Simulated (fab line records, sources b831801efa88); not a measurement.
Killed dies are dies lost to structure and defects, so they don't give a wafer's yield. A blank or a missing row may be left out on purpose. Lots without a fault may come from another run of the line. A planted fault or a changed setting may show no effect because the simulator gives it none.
Problem report in the 8D (eight disciplines) form, filled by code | flow sky130 | the parts of the form that need people (team, actions taken, sign-off) are left out

1. THE PROBLEM
METAL2_ALCU_RS at SKY_METAL2_RS_MEAS_05 reads a mean of 0.1054 ohm/sq on 1 wafer of 1 lot; wafers without a fault read 0.1263 ohm/sq with a standard deviation of 0.0013. That is -16 standard deviations from the usual mean.
The step: measures by four-point-probe.
First seen on wafer L656.3, day 38 19:26, on film_metro-04. The record holds 30 wafers of 10 lots with a number at this step. Rule for "out", or "out of limits": more than 4 standard deviations from the usual mean. The other wafers with a number count as sound.

2. WHAT IT IS AND WHAT IT IS NOT
question                    | is                | is not
which readings at this step | METAL2_ALCU_RS    | -
which lots                  | L656              | L642, L643, L646, L647, L649, L659, L660, L661, L663
which wafers of those lots  | L656.3            | L656.2, L656.5
read on which gauges        | film_metro-04     | film_metro-02, film_metro-03
when                        | from day 38 19:26 | up to then (17 sound wafers); but 12 sound wafers of L659, L660, L661, L663 came after

3. SUSPECTS, AND WHAT RULES EACH OUT
Counting: a tool at a process step up to the reading stays a suspect if it ran every lot that is out. Sound lots after the first of them don't rule it out here, since some wafers of a struck lot are sound.
- the gauge at SKY_METAL2_RS_MEAS_05: ruled out. All the wafers that are out were read on film_metro-04, but those of them that SKY_METAL2_METAL_ETCH_19 has rows for are out there too, on other tools.
- pvd_sputter-02 at SKY_METAL2_SPUTTER_02 (material AlCu, target thk 250 nm, time 13.3 s): kept. It ran the lot that is out, L656 (day 38 19:20); its last sound lot up to then is L649 (day 36 19:38).
Left after counting: pvd_sputter-02 at SKY_METAL2_SPUTTER_02.

4. THE CAUSE (what the simulator had put in)
Process parameter drift: pvd_sputter-02, from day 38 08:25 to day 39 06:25, at SKY_METAL2_SPUTTER_02. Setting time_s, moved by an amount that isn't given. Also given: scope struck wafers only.
Counting left only this tool.

5. THE CHAIN OF EFFECTS, in route order
Each row: a reading whose mean over the struck wafers that have a number lies more than 3 standard deviations from the usual. Only readings for which the record gives a usual standard deviation are gone through. hours: the time from each lot's start at the first step in this table that gives one to its start at this step, as a median over the lots. sigmas: the change in usual standard deviations.
hours | step                     | reading         | usual         | on struck wafers | change  | sigmas
0     | SKY_METAL2_RS_MEAS_05    | METAL2_ALCU_RS  | 0.1263 ohm/sq | 0.1054           | -0.0209 | -16
0     | SKY_METAL2_THK_MEAS_06   | METAL2_ALCU_THK | 247.9 nm      | 295.8            | +47.9   | +18
24    | SKY_METAL2_METAL_ETCH_19 | oes_product_au  | 0.856 a.u.    | 0.876            | +0.020  | +4.0
The process steps in it:
- SKY_METAL2_METAL_ETCH_19: etches the open film in Cl2/BCl3, stops on SiO2, target depth 360 nm, time 78 s.

6. WHAT WOULD HAVE CAUGHT IT SOONER
In this record the first reading out of limits at a measuring or inspecting step was taken at day 38 19:26, 11 hours after the fault began at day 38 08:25.
Of the tool readings at SKY_METAL2_SPUTTER_02 for which the record gives a usual standard deviation, none was out on any struck wafer, so an alarm limit of 4 standard deviations on them would not have fired.
All the lots that are out (1) had begun SKY_METAL2_SPUTTER_02 on pvd_sputter-02 by day 38 19:26. A hold on the tool at that time would have spared none of them.
